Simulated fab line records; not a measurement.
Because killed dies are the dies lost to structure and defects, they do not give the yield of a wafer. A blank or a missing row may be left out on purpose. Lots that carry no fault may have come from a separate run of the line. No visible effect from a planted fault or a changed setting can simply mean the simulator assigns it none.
Which tool did it? :: flow sky130 :: Sampling: 24 lots, 72 wafers, 6 of 708 route steps

== WHAT THE GAUGES SHOWED, per wafer ==
SKY_FIELD_ISO_THK_MEAS_23. Usual: for FIELD_ISO_OXIDATION_01_THK the level is 10.03 nm and the standard deviation is 0.23.
lot: L074
measured: day 2 07:11
on: filmMetro-03
FIELD_ISO_OXIDATION_01_THK (nm): 9.95 10.14 9.98
flag: 

lot: L075
measured: day 2 12:26
on: filmMetro-01
FIELD_ISO_OXIDATION_01_THK (nm): 9.86 9.71 9.73
flag: 

lot: L076
measured: day 2 19:20
on: filmMetro-01
FIELD_ISO_OXIDATION_01_THK (nm): 9.55 9.76 9.73
flag: 

lot: L077
measured: day 2 21:56
on: filmMetro-01
FIELD_ISO_OXIDATION_01_THK (nm): 9.81 9.81 9.77
flag: 

lot: L078
measured: day 3 02:57
on: filmMetro-04
FIELD_ISO_OXIDATION_01_THK (nm): 10.35 10.30 10.41
flag: 

lot: L079
measured: day 4 03:49
on: filmMetro-01
FIELD_ISO_OXIDATION_01_THK (nm): 10.49 10.18 10.35
flag: 

lot: L080
measured: day 4 04:59
on: filmMetro-04
FIELD_ISO_OXIDATION_01_THK (nm): 10.09 10.14 9.97
flag: 

lot: L081
measured: day 4 04:59
on: filmMetro-03
FIELD_ISO_OXIDATION_01_THK (nm): 10.29 10.32 10.11
flag: 

lot: L082
measured: day 4 04:59
on: filmMetro-01
FIELD_ISO_OXIDATION_01_THK (nm): 10.12 9.83 9.94
flag: 

lot: L083
measured: day 4 09:50
on: filmMetro-03
FIELD_ISO_OXIDATION_01_THK (nm): 10.28 10.36 10.16
flag: 

lot: L084
measured: day 4 13:46
on: filmMetro-03
FIELD_ISO_OXIDATION_01_THK (nm): 9.84 9.81 9.82
flag: 

lot: L085
measured: day 4 20:38
on: filmMetro-01
FIELD_ISO_OXIDATION_01_THK (nm): 10.18 10.07 10.33
flag: 

lot: L086
measured: day 4 23:17
on: filmMetro-03
FIELD_ISO_OXIDATION_01_THK (nm): 9.72 9.95 9.88
flag: 

lot: L087
measured: day 5 03:10
on: filmMetro-03
FIELD_ISO_OXIDATION_01_THK (nm): 9.96 9.94 10.02
flag: 

lot: L088
measured: day 5 10:01
on: filmMetro-03
FIELD_ISO_OXIDATION_01_THK (nm): 9.94 9.90 9.81
flag: 

lot: L089
measured: day 5 16:52
on: filmMetro-03
FIELD_ISO_OXIDATION_01_THK (nm): 9.77 9.97 9.92
flag: 

lot: L090
measured: day 6 03:58
on: filmMetro-04
FIELD_ISO_OXIDATION_01_THK (nm): 10.31 10.46 10.44
flag: 

lot: L091
measured: day 6 03:58
on: filmMetro-01
FIELD_ISO_OXIDATION_01_THK (nm): 9.91 10.17 10.28
flag: 

lot: L092
measured: day 6 03:59
on: filmMetro-03
FIELD_ISO_OXIDATION_01_THK (nm): 9.99 9.88 9.84
flag: 

lot: L093
measured: day 6 15:22
on: filmMetro-01
FIELD_ISO_OXIDATION_01_THK (nm): 9.86 9.79 10.03
flag: 

lot: L094
measured: day 6 23:43
on: filmMetro-03
FIELD_ISO_OXIDATION_01_THK (nm): 9.60 9.80 9.83
flag: 

lot: L096
measured: day 7 06:33
on: filmMetro-04
FIELD_ISO_OXIDATION_01_THK (nm): 9.85 9.76 9.92
flag: 

lot: L095
measured: day 7 06:34
on: filmMetro-03
FIELD_ISO_OXIDATION_01_THK (nm): 10.25 10.11 10.32
flag: 

lot: L097
measured: day 7 11:40
on: filmMetro-04
FIELD_ISO_OXIDATION_01_THK (nm): 10.27 10.18 10.28
flag: 

SKY_METAL5_RS_MEAS_05: a four-point-probe measurement. Usual: for METAL5_ALCU_RS the level is 0.02697 ohm/sq and the standard deviation is 0.00021.
lot: L074
measured: day 42 12:17
on: filmMetro-03
METAL5_ALCU_RS (ohm/sq): 0.0271 0.02707 0.02734
flag: 

lot: L075
measured: day 42 16:22
on: filmMetro-02
METAL5_ALCU_RS (ohm/sq): 0.02676 0.0266 0.02668
flag: 

lot: L076
measured: day 43 04:50
on: filmMetro-03
METAL5_ALCU_RS (ohm/sq): 0.02703 0.02707 0.02691
flag: 

lot: L077
measured: day 43 11:02
on: filmMetro-03
METAL5_ALCU_RS (ohm/sq): 0.02671 0.02683 0.02686
flag: 

lot: L078
measured: day 43 13:40
on: filmMetro-01
METAL5_ALCU_RS (ohm/sq): 0.02703 0.0267 0.02683
flag: 

lot: L079
measured: day 45 06:05
on: filmMetro-01
METAL5_ALCU_RS (ohm/sq): 0.02699 0.02705 0.02709
flag: 

lot: L080
measured: day 45 08:01
on: filmMetro-02
METAL5_ALCU_RS (ohm/sq): 0.02656 0.02661 0.02695
flag: 

lot: L081
measured: day 45 07:52
on: filmMetro-03
METAL5_ALCU_RS (ohm/sq): 0.02698 0.02692 0.02677
flag: 

lot: L082
measured: day 45 09:10
on: filmMetro-02
METAL5_ALCU_RS (ohm/sq): 0.02698 0.02687 0.02705
flag: 

lot: L083
measured: day 45 13:32
on: filmMetro-03
METAL5_ALCU_RS (ohm/sq): 0.02687 0.02692 0.02691
flag: 

lot: L084
measured: day 45 09:55
on: filmMetro-02
METAL5_ALCU_RS (ohm/sq): 0.02743 0.02737 0.02731
flag: 

lot: L085
measured: day 46 06:44
on: filmMetro-01
METAL5_ALCU_RS (ohm/sq): 0.02717 0.02713 0.02717
flag: 

lot: L086
measured: day 46 00:30
on: filmMetro-03
METAL5_ALCU_RS (ohm/sq): 0.027 0.02701 0.02689
flag: 

lot: L087
measured: day 46 07:46
on: filmMetro-01
METAL5_ALCU_RS (ohm/sq): 0.0269 0.02682 0.02684
flag: 

lot: L088
measured: day 46 22:05
on: filmMetro-03
METAL5_ALCU_RS (ohm/sq): 0.02685 0.02686 0.02702
flag: 

lot: L089
measured: day 47 09:22
on: filmMetro-02
METAL5_ALCU_RS (ohm/sq): 0.02697 0.02686 0.0271
flag: 

lot: L090
measured: day 48 03:12
on: filmMetro-03
METAL5_ALCU_RS (ohm/sq): 0.0269 0.02728 0.02696
flag: 

lot: L091
measured: day 48 02:36
on: filmMetro-03
METAL5_ALCU_RS (ohm/sq): 0.02654 0.02683 0.02703
flag: 

lot: L092
measured: day 48 00:50
on: filmMetro-02
METAL5_ALCU_RS (ohm/sq): 0.02724 0.02695 0.02707
flag: 

lot: L093
measured: day 48 07:55
on: filmMetro-02
METAL5_ALCU_RS (ohm/sq): 0.027 0.02726 0.02705
flag: 

lot: L094
measured: day 48 08:32
on: filmMetro-01
METAL5_ALCU_RS (ohm/sq): 0.02692 0.02712 0.02698
flag: 

lot: L096
measured: day 48 21:41
on: filmMetro-01
METAL5_ALCU_RS (ohm/sq): 0.02728 0.02705 0.02716
flag: 

lot: L095
measured: day 48 19:49
on: filmMetro-02
METAL5_ALCU_RS (ohm/sq): 0.02691 0.02704 0.02702
flag: 

lot: L097
measured: day 49 07:52
on: filmMetro-03
METAL5_ALCU_RS (ohm/sq): 0.02699 0.0269 0.02681
flag: 

== TOOL THAT RAN EACH LOT (tool first, then ch and the chambers of the sampled wafers, then the start) ==
lot: L074
SKY_METAL1_SPUTTER_00: pvdSputter-01, day 31 07:59
SKY_VIA1_CMP_02: cmp-01 ch 0,1,3, day 32 11:40
SKY_METAL4_SPUTTER_01: pvdSputter-04, day 39 08:40
SKY_METAL4_DESCUM_15: rieMetal-02 ch 0,1, day 41 09:19

lot: L075
SKY_METAL1_SPUTTER_00: pvdSputter-01, day 31 19:46
SKY_VIA1_CMP_02: cmp-01 ch 1,2,3, day 33 00:03
SKY_METAL4_SPUTTER_01: pvdSputter-04, day 39 17:00
SKY_METAL4_DESCUM_15: rieMetal-01 ch 0,1, day 41 15:44

lot: L076
SKY_METAL1_SPUTTER_00: pvdSputter-01, day 32 01:56
SKY_VIA1_CMP_02: cmp-02 ch 1,3, day 33 05:34
SKY_METAL4_SPUTTER_01: pvdSputter-02, day 39 23:46
SKY_METAL4_DESCUM_15: rieMetal-02 ch 0,1, day 42 01:58

lot: L077
SKY_METAL1_SPUTTER_00: pvdSputter-01, day 32 07:11
SKY_VIA1_CMP_02: cmp-02 ch 0,2,3, day 33 12:08
SKY_METAL4_SPUTTER_01: pvdSputter-04, day 40 06:27
SKY_METAL4_DESCUM_15: rieMetal-02 ch 0,1, day 42 07:40

lot: L078
SKY_METAL1_SPUTTER_00: pvdSputter-01, day 32 14:12
SKY_VIA1_CMP_02: cmp-02 ch 1,2,3, day 33 18:43
SKY_METAL4_SPUTTER_01: pvdSputter-03, day 40 12:31
SKY_METAL4_DESCUM_15: rieMetal-03 ch 0,1, day 42 13:10

lot: L079
SKY_METAL1_SPUTTER_00: pvdSputter-01, day 34 10:14
SKY_VIA1_CMP_02: cmp-01 ch 0,1,2, day 35 14:32
SKY_METAL4_SPUTTER_01: pvdSputter-02, day 42 08:31
SKY_METAL4_DESCUM_15: rieMetal-03 ch 0,1, day 44 05:34

lot: L080
SKY_METAL1_SPUTTER_00: pvdSputter-01, day 34 12:10
SKY_VIA1_CMP_02: cmp-01 ch 0,2,3, day 35 15:46
SKY_METAL4_SPUTTER_01: pvdSputter-03, day 42 09:24
SKY_METAL4_DESCUM_15: rieMetal-01 ch 0,1, day 44 06:37

lot: L081
SKY_METAL1_SPUTTER_00: pvdSputter-04, day 34 13:02
SKY_VIA1_CMP_02: cmp-02 ch 1,2,3, day 35 17:01
SKY_METAL4_SPUTTER_01: pvdSputter-03, day 42 09:07
SKY_METAL4_DESCUM_15: rieMetal-02 ch 0,1, day 44 06:34

lot: L082
SKY_METAL1_SPUTTER_00: pvdSputter-03, day 34 15:35
SKY_VIA1_CMP_02: cmp-01 ch 1,2,3, day 35 19:37
SKY_METAL4_SPUTTER_01: pvdSputter-03, day 42 10:37
SKY_METAL4_DESCUM_15: rieMetal-01 ch 0,1, day 44 08:08

lot: L083
SKY_METAL1_SPUTTER_00: pvdSputter-04, day 34 22:35
SKY_VIA1_CMP_02: cmp-02 ch 0,1,3, day 36 02:31
SKY_METAL4_SPUTTER_01: pvdSputter-02, day 42 15:36
SKY_METAL4_DESCUM_15: rieMetal-01 ch 0,1, day 44 12:31

lot: L084
SKY_METAL1_SPUTTER_00: pvdSputter-03, day 34 19:02
SKY_VIA1_CMP_02: cmp-02 ch 0,1,3, day 35 22:19
SKY_METAL4_SPUTTER_01: pvdSputter-04, day 42 11:30
SKY_METAL4_DESCUM_15: rieMetal-01 ch 0,1, day 44 08:49

lot: L085
SKY_METAL1_SPUTTER_00: pvdSputter-04, day 35 18:25
SKY_VIA1_CMP_02: cmp-02 ch 1,2,3, day 36 21:31
SKY_METAL4_SPUTTER_01: pvdSputter-03, day 43 09:51
SKY_METAL4_DESCUM_15: rieMetal-03 ch 0,1, day 45 06:43

lot: L086
SKY_METAL1_SPUTTER_00: pvdSputter-01, day 35 11:05
SKY_VIA1_CMP_02: cmp-01 ch 0,1,3, day 36 14:24
SKY_METAL4_SPUTTER_01: pvdSputter-04, day 43 04:24
SKY_METAL4_DESCUM_15: rieMetal-01 ch 0,1, day 45 00:31

lot: L087
SKY_METAL1_SPUTTER_00: pvdSputter-04, day 35 20:15
SKY_VIA1_CMP_02: cmp-02 ch 1,2, day 36 23:36
SKY_METAL4_SPUTTER_01: pvdSputter-03, day 43 10:33
SKY_METAL4_DESCUM_15: rieMetal-03 ch 0,1, day 45 07:55

lot: L088
SKY_METAL1_SPUTTER_00: pvdSputter-04, day 36 13:01
SKY_VIA1_CMP_02: cmp-01 ch 0,1,3, day 37 16:16
SKY_METAL4_SPUTTER_01: pvdSputter-04, day 44 01:48
SKY_METAL4_DESCUM_15: rieMetal-01 ch 0, day 45 22:19

lot: L089
SKY_METAL1_SPUTTER_00: pvdSputter-03, day 37 11:26
SKY_VIA1_CMP_02: cmp-02 ch 0,3, day 38 14:01
SKY_METAL4_SPUTTER_01: pvdSputter-04, day 44 16:12
SKY_METAL4_DESCUM_15: rieMetal-01 ch 0,1, day 46 11:07

lot: L090
SKY_METAL1_SPUTTER_00: pvdSputter-01, day 38 00:40
SKY_VIA1_CMP_02: cmp-01 ch 0,1,3, day 39 03:33
SKY_METAL4_SPUTTER_01: pvdSputter-03, day 45 09:28
SKY_METAL4_DESCUM_15: rieMetal-01 ch 0,1, day 47 03:40

lot: L091
SKY_METAL1_SPUTTER_00: pvdSputter-04, day 38 00:27
SKY_VIA1_CMP_02: cmp-02 ch 0,1,3, day 39 03:09
SKY_METAL4_SPUTTER_01: pvdSputter-03, day 45 08:58
SKY_METAL4_DESCUM_15: rieMetal-01 ch 0, day 47 03:01

lot: L092
SKY_METAL1_SPUTTER_00: pvdSputter-01, day 37 23:20
SKY_VIA1_CMP_02: cmp-02 ch 1,2,3, day 39 02:22
SKY_METAL4_SPUTTER_01: pvdSputter-04, day 45 07:17
SKY_METAL4_DESCUM_15: rieMetal-03 ch 0,1, day 47 00:47

lot: L093
SKY_METAL1_SPUTTER_00: pvdSputter-03, day 38 11:35
SKY_VIA1_CMP_02: cmp-02 ch 0,2,3, day 39 14:50
SKY_METAL4_SPUTTER_01: pvdSputter-03, day 45 15:52
SKY_METAL4_DESCUM_15: rieMetal-03 ch 0,1, day 47 08:55

lot: L094
SKY_METAL1_SPUTTER_00: pvdSputter-03, day 38 16:32
SKY_VIA1_CMP_02: cmp-02 ch 1,3, day 39 18:34
SKY_METAL4_SPUTTER_01: pvdSputter-03, day 45 18:10
SKY_METAL4_DESCUM_15: rieMetal-01 ch 0,1, day 47 09:55

lot: L096
SKY_METAL1_SPUTTER_00: pvdSputter-04, day 39 01:09
SKY_VIA1_CMP_02: cmp-01 ch 1,3, day 40 03:12
SKY_METAL4_SPUTTER_01: pvdSputter-03, day 46 05:58
SKY_METAL4_DESCUM_15: rieMetal-01 ch 0,1, day 47 23:40

lot: L095
SKY_METAL1_SPUTTER_00: pvdSputter-01, day 39 00:44
SKY_VIA1_CMP_02: cmp-02 ch 0,1,3, day 40 02:51
SKY_METAL4_SPUTTER_01: pvdSputter-04, day 46 04:46
SKY_METAL4_DESCUM_15: rieMetal-03 ch 0,1, day 47 21:56

lot: L097
SKY_METAL1_SPUTTER_00: pvdSputter-04, day 39 20:55
SKY_VIA1_CMP_02: cmp-01 ch 1,2,3, day 40 22:29
SKY_METAL4_SPUTTER_01: pvdSputter-04, day 46 19:38
SKY_METAL4_DESCUM_15: rieMetal-02 ch 0,1, day 48 11:25
- SKY_METAL1_SPUTTER_00: material Ti, target thk 15 nm, time 10 s.
- SKY_VIA1_CMP_02: polishes SiO2.
- SKY_METAL4_SPUTTER_01: material TiN, target thk 20 nm, time 16.7 s.
- SKY_METAL4_DESCUM_15: chemistry O2, time 8 s.

== WHAT THE TOOLS THEMSELVES READ (means of the sampled wafers that have a number; where no wafer has one, the mark that the record gives instead) ==
SKY_METAL1_SPUTTER_00. Usual: throttleValvePct 29.6 %, standard deviation 1.1.
lot: L074
tool: pvdSputter-01
throttleValvePct (%): 30.1
flag: 

lot: L075
tool: pvdSputter-01
throttleValvePct (%): 29.5
flag: 

lot: L076
tool: pvdSputter-01
throttleValvePct (%): 30.0
flag: 

lot: L077
tool: pvdSputter-01
throttleValvePct (%): 29.5
flag: 

lot: L078
tool: pvdSputter-01
throttleValvePct (%): 30.0
flag: 

lot: L079
tool: pvdSputter-01
throttleValvePct (%): 30.0
flag: 

lot: L080
tool: pvdSputter-01
throttleValvePct (%): 29.8
flag: 

lot: L081
tool: pvdSputter-04
throttleValvePct (%): 30.4
flag: 

lot: L082
tool: pvdSputter-03
throttleValvePct (%): 29.0
flag: 

lot: L083
tool: pvdSputter-04
throttleValvePct (%): 30.5
flag: 

lot: L084
tool: pvdSputter-03
throttleValvePct (%): 28.6
flag: 

lot: L085
tool: pvdSputter-04
throttleValvePct (%): 29.1
flag: 

lot: L086
tool: pvdSputter-01
throttleValvePct (%): 29.6
flag: 

lot: L087
tool: pvdSputter-04
throttleValvePct (%): 28.0
flag: 

lot: L088
tool: pvdSputter-04
throttleValvePct (%): 30.2
flag: 

lot: L089
tool: pvdSputter-03
throttleValvePct (%): 29.2
flag: 

lot: L090
tool: pvdSputter-01
throttleValvePct (%): 29.7
flag: 

lot: L091
tool: pvdSputter-04
throttleValvePct (%): 29.4
flag: 

lot: L092
tool: pvdSputter-01
throttleValvePct (%): 29.8
flag: 

lot: L093
tool: pvdSputter-03
throttleValvePct (%): 29.2
flag: 

lot: L094
tool: pvdSputter-03
throttleValvePct (%): 29.7
flag: 

lot: L096
tool: pvdSputter-04
throttleValvePct (%): 28.8
flag: 

lot: L095
tool: pvdSputter-01
throttleValvePct (%): 30.0
flag: 

lot: L097
tool: pvdSputter-04
throttleValvePct (%): 30.0
flag: 

SKY_VIA1_CMP_02. Usual: motorCurrentA 11.8 A, standard deviation 0.9; slurryFlowMlMin 150.0, standard deviation 0.45.
lot: L074
tool: cmp-01
motorCurrentA (A): 11.6
slurryFlowMlMin: 150.1
flag: 

lot: L075
tool: cmp-01
motorCurrentA (A): 11.6
slurryFlowMlMin: 149.7
flag: 

lot: L076
tool: cmp-02
motorCurrentA (A): 11.2
slurryFlowMlMin: 150.0
flag: 

lot: L077
tool: cmp-02
motorCurrentA (A): 11.8
slurryFlowMlMin: 149.8
flag: 

lot: L078
tool: cmp-02
motorCurrentA (A): 11.8
slurryFlowMlMin: 150.7
flag: 

lot: L079
tool: cmp-01
motorCurrentA (A): 12.3
slurryFlowMlMin: 149.9
flag: 

lot: L080
tool: cmp-01
motorCurrentA (A): 12.7
slurryFlowMlMin: 150.3
flag: 

lot: L081
tool: cmp-02
motorCurrentA (A): 11.5
slurryFlowMlMin: 150.0
flag: 

lot: L082
tool: cmp-01
motorCurrentA (A): 11.5
slurryFlowMlMin: 149.8
flag: 

lot: L083
tool: cmp-02
motorCurrentA (A): 11.3
slurryFlowMlMin: 150.2
flag: 

lot: L084
tool: cmp-02
motorCurrentA (A): 11.3
slurryFlowMlMin: 149.9
flag: 

lot: L085
tool: cmp-02
motorCurrentA (A): 11.5
slurryFlowMlMin: 150.0
flag: 

lot: L086
tool: cmp-01
motorCurrentA (A): 11.7
slurryFlowMlMin: 149.8
flag: 

lot: L087
tool: cmp-02
motorCurrentA (A): 11.2
slurryFlowMlMin: 149.8
flag: 

lot: L088
tool: cmp-01
motorCurrentA (A): 11.5
slurryFlowMlMin: 150.0
flag: 

lot: L089
tool: cmp-02
motorCurrentA (A): 11.5
slurryFlowMlMin: 150.1
flag: 

lot: L090
tool: cmp-01
motorCurrentA (A): 11.6
slurryFlowMlMin: 149.9
flag: 

lot: L091
tool: cmp-02
motorCurrentA (A): 11.3
slurryFlowMlMin: 149.8
flag: 

lot: L092
tool: cmp-02
motorCurrentA (A): 11.6
slurryFlowMlMin: 150.0
flag: 

lot: L093
tool: cmp-02
motorCurrentA (A): 12.1
slurryFlowMlMin: 150.3
flag: 

lot: L094
tool: cmp-02
motorCurrentA (A): 11.3
slurryFlowMlMin: 150.2
flag: 

lot: L096
tool: cmp-01
motorCurrentA (A): 11.3
slurryFlowMlMin: 149.9
flag: 

lot: L095
tool: cmp-02
motorCurrentA (A): 11.3
slurryFlowMlMin: 149.6
flag: 

lot: L097
tool: cmp-01
motorCurrentA (A): 11.7
slurryFlowMlMin: 150.1
flag: 

SKY_METAL4_SPUTTER_01. Usual: throttleValvePct 29.6 %, standard deviation 1.4.
lot: L074
tool: pvdSputter-04
throttleValvePct (%): 30.3
flag: 

lot: L075
tool: pvdSputter-04
throttleValvePct (%): 29.3
flag: 

lot: L076
tool: pvdSputter-02
throttleValvePct (%): 29.7
flag: 

lot: L077
tool: pvdSputter-04
throttleValvePct (%): 28.4
flag: 

lot: L078
tool: pvdSputter-03
throttleValvePct (%): 29.7
flag: 

lot: L079
tool: pvdSputter-02
throttleValvePct (%): 29.7
flag: 

lot: L080
tool: pvdSputter-03
throttleValvePct (%): 30.5
flag: 

lot: L081
tool: pvdSputter-03
throttleValvePct (%): 30.4
flag: 

lot: L082
tool: pvdSputter-03
throttleValvePct (%): 29.7
flag: 

lot: L083
tool: pvdSputter-02
throttleValvePct (%): 29.7
flag: 

lot: L084
tool: pvdSputter-04
throttleValvePct (%): 29.1
flag: 

lot: L085
tool: pvdSputter-03
throttleValvePct (%): 30.5
flag: 

lot: L086
tool: pvdSputter-04
throttleValvePct (%): 30.5
flag: 

lot: L087
tool: pvdSputter-03
throttleValvePct (%): 31.3
flag: 

lot: L088
tool: pvdSputter-04
throttleValvePct (%): 30.4
flag: 

lot: L089
tool: pvdSputter-04
throttleValvePct (%): 30.3
flag: 

lot: L090
tool: pvdSputter-03
throttleValvePct (%): 29.3
flag: 

lot: L091
tool: pvdSputter-03
throttleValvePct (%): 30.5
flag: 

lot: L092
tool: pvdSputter-04
throttleValvePct (%): 29.5
flag: 

lot: L093
tool: pvdSputter-03
throttleValvePct (%): 30.0
flag: 

lot: L094
tool: pvdSputter-03
throttleValvePct (%): 30.3
flag: 

lot: L096
tool: pvdSputter-03
throttleValvePct (%): 29.9
flag: 

lot: L095
tool: pvdSputter-04
throttleValvePct (%): 29.5
flag: 

lot: L097
tool: pvdSputter-04
throttleValvePct (%): 30.3
flag: 

SKY_METAL4_DESCUM_15. Usual: drypumpMotorCurrentA 5.5 A, standard deviation 0.43; heBacksideLeakSccm 3.44 sccm, standard deviation 0.21; oesProductAu 1.001 a.u., standard deviation 0.0093.
lot: L074
tool: rieMetal-02
drypumpMotorCurrentA (A): 5.0
heBacksideLeakSccm (sccm): 3.43
oesProductAu (a.u.): 0.996
flag: 

lot: L075
tool: rieMetal-01
drypumpMotorCurrentA (A): 5.6
heBacksideLeakSccm (sccm): 3.36
oesProductAu (a.u.): 1.004
flag: 

lot: L076
tool: rieMetal-02
drypumpMotorCurrentA (A): 4.9
heBacksideLeakSccm (sccm): 3.32
oesProductAu (a.u.): 0.997
flag: 

lot: L077
tool: rieMetal-02
drypumpMotorCurrentA (A): 4.9
heBacksideLeakSccm (sccm): 3.41
oesProductAu (a.u.): 0.994
flag: 

lot: L078
tool: rieMetal-03
drypumpMotorCurrentA (A): 5.7
heBacksideLeakSccm (sccm): 3.45
oesProductAu (a.u.): 1.009
flag: 

lot: L079
tool: rieMetal-03
drypumpMotorCurrentA (A): 5.7
heBacksideLeakSccm (sccm): 3.39
oesProductAu (a.u.): 1.010
flag: 

lot: L080
tool: rieMetal-01
drypumpMotorCurrentA (A): 5.6
heBacksideLeakSccm (sccm): 3.35
oesProductAu (a.u.): 1.001
flag: 

lot: L081
tool: rieMetal-02
drypumpMotorCurrentA (A): 5.0
heBacksideLeakSccm (sccm): 3.40
oesProductAu (a.u.): 0.988
flag: 

lot: L082
tool: rieMetal-01
drypumpMotorCurrentA (A): 5.4
heBacksideLeakSccm (sccm): 3.60
oesProductAu (a.u.): 1.000
flag: 

lot: L083
tool: rieMetal-01
drypumpMotorCurrentA (A): 5.6
heBacksideLeakSccm (sccm): 3.49
oesProductAu (a.u.): 0.995
flag: 

lot: L084
tool: rieMetal-01
drypumpMotorCurrentA (A): 5.4
heBacksideLeakSccm (sccm): 3.63
oesProductAu (a.u.): 1.009
flag: 

lot: L085
tool: rieMetal-03
drypumpMotorCurrentA (A): 5.7
heBacksideLeakSccm (sccm): 3.32
oesProductAu (a.u.): 1.008
flag: 

lot: L086
tool: rieMetal-01
drypumpMotorCurrentA (A): 5.6
heBacksideLeakSccm (sccm): 3.58
oesProductAu (a.u.): 0.986
flag: 

lot: L087
tool: rieMetal-03
drypumpMotorCurrentA (A): 5.7
heBacksideLeakSccm (sccm): 3.42
oesProductAu (a.u.): 1.009
flag: 

lot: L088
tool: rieMetal-01
drypumpMotorCurrentA (A): 5.3
heBacksideLeakSccm (sccm): 3.54
oesProductAu (a.u.): 1.007
flag: 

lot: L089
tool: rieMetal-01
drypumpMotorCurrentA (A): 5.4
heBacksideLeakSccm (sccm): 3.69
oesProductAu (a.u.): 1.006
flag: 

lot: L090
tool: rieMetal-01
drypumpMotorCurrentA (A): 5.6
heBacksideLeakSccm (sccm): 3.47
oesProductAu (a.u.): 0.995
flag: 

lot: L091
tool: rieMetal-01
drypumpMotorCurrentA (A): 5.3
heBacksideLeakSccm (sccm): 3.51
oesProductAu (a.u.): 0.999
flag: 

lot: L092
tool: rieMetal-03
drypumpMotorCurrentA (A): 5.7
heBacksideLeakSccm (sccm): 3.56
oesProductAu (a.u.): 1.003
flag: 

lot: L093
tool: rieMetal-03
drypumpMotorCurrentA (A): 5.7
heBacksideLeakSccm (sccm): 3.44
oesProductAu (a.u.): 1.005
flag: 

lot: L094
tool: rieMetal-01
drypumpMotorCurrentA (A): 5.4
heBacksideLeakSccm (sccm): 3.38
oesProductAu (a.u.): 0.998
flag: 

lot: L096
tool: rieMetal-01
drypumpMotorCurrentA (A): 5.6
heBacksideLeakSccm (sccm): 3.48
oesProductAu (a.u.): 0.998
flag: 

lot: L095
tool: rieMetal-03
drypumpMotorCurrentA (A): 5.7
heBacksideLeakSccm (sccm): 3.41
oesProductAu (a.u.): 1.003
flag: 

lot: L097
tool: rieMetal-02
drypumpMotorCurrentA (A): 5.0
heBacksideLeakSccm (sccm): 3.29
oesProductAu (a.u.): 0.997
flag: 

== THE ANSWER, worked out from the rows above alone ==
Rule: a lot is off if the mean of its wafers that have a number lies more than 3 standard deviations from the usual mean. A lot without any number at a reading at which 4 lots or more have one is off too. Any other lot the step has rows for is counted as sound. The gauges are gone through in route order, then the tools' own readings, and for those a lot's mean is taken as printed above. At the first step where some lot is off, the reading lying furthest off is the one used; lots without a number count as furthest.
None of the lots is off at any reading shown; this tells nothing.

== WHAT THE SIMULATOR HAD PUT IN ==
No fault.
